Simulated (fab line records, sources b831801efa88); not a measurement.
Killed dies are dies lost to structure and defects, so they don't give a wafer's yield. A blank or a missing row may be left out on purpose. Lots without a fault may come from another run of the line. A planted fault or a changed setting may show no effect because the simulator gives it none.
Chamber matching | flow gf180mcu | GF_CONTACT_CMP_27 on cmp-01: 4 sister chambers
The step polishes, stops on SiO2, t overpolish 13.59 s, target thk 0 nm. 18 wafers are shown with their chamber, then 9 later ones without.

WAFERS WITH THEIR CHAMBER
wafer  | chamber | motor_current_A (A) | time_to_endpoint_s (s) | overpolish_run_s (s)
L658.1 | 0       | 9.9                 | 77                     | 13.595
L658.3 | 2       | 9.6                 | 75                     | 13.579
L658.6 | 3       | 13.4                | 71                     | 13.585
L659.4 | 2       | 10.1                | 75                     | 13.589
L659.5 | 0       | 9.9                 | 75                     | 13.597
L659.6 | 1       | 11.3                | 69                     | 13.595
L660.4 | 2       | 9.7                 | 73                     | 13.586
L660.5 | 1       | 11.5                | 69                     | 13.609
L660.6 | 0       | 9.7                 | 78                     | 13.605
L663.1 | 3       | 12.4                | 74                     | 13.578
L663.2 | 2       | 9.9                 | 81                     | 13.583
L663.3 | 0       | 10.5                | 80                     | 13.595
L664.3 | 2       | 9.6                 | 72                     | 13.586
L664.4 | 3       | 13.0                | 73                     | 13.591
L664.6 | 0       | 11.2                | 77                     | 13.581
L665.2 | 3       | 12.6                | 72                     | 13.594
L665.3 | 2       | 9.6                 | 76                     | 13.580
L665.4 | 0       | 9.9                 | 76                     | 13.593

SIGNATURES (means of the wafers above)
reading            | chamber 0 | chamber 1 | chamber 2 | chamber 3 | scatter within a chamber
motor_current_A    | 10.183    | 11.400    | 9.750     | 12.850    | 0.417
time_to_endpoint_s | 77.17     | 69.00     | 75.33     | 72.50     | 2.22
overpolish_run_s   | 13.59433  | 13.60200  | 13.58383  | 13.58700  | 0.00668
Rule: a wafer's distance from a chamber is the root of the sum, over the readings, of the square of ((its reading less the chamber's mean) divided by the reading's scatter). The wafer belongs to the nearest chamber; if the next one is less than 2 further off, it can't be placed. The scatter: the root of (the sum of the squares of (reading less its chamber's mean) over the shown wafers, divided by (wafers less chambers)).

WAFERS WITHOUT THEIR CHAMBER
wafer  | motor_current_A (A) | time_to_endpoint_s (s) | overpolish_run_s (s)
L666.1 | 9.3                 | 78                     | 13.570
L666.3 | 10.4                | 75                     | 13.594
L666.4 | 13.0                | 70                     | 13.577
L669.1 | 11.3                | 74                     | 13.602
L669.2 | 9.6                 | 81                     | 13.577
L669.3 | 12.6                | 69                     | 13.605
L673.4 | 10.2                | 82                     | 13.597
L673.5 | 10.1                | 77                     | 13.587
L673.6 | 11.3                | 73                     | 13.610

WHICH CHAMBER EACH WENT THROUGH
wafer  | from the rows above     | in truth
L666.1 | can't be placed: 2 or 0 | 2
L666.3 | can't be placed: 0 or 2 | 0
L666.4 | 3                       | 3
L669.1 | can't be placed: 1 or 0 | 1
L669.2 | can't be placed: 2 or 0 | 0
L669.3 | can't be placed: 1 or 3 | 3
L673.4 | can't be placed: 0 or 2 | 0
L673.5 | can't be placed: 0 or 2 | 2
L673.6 | can't be placed: 1 or 0 | 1
Placed correctly: 1 of 9. Can't be placed from these rows: 8 (the true chamber is among the candidates in 8). Placed wrongly: 0.
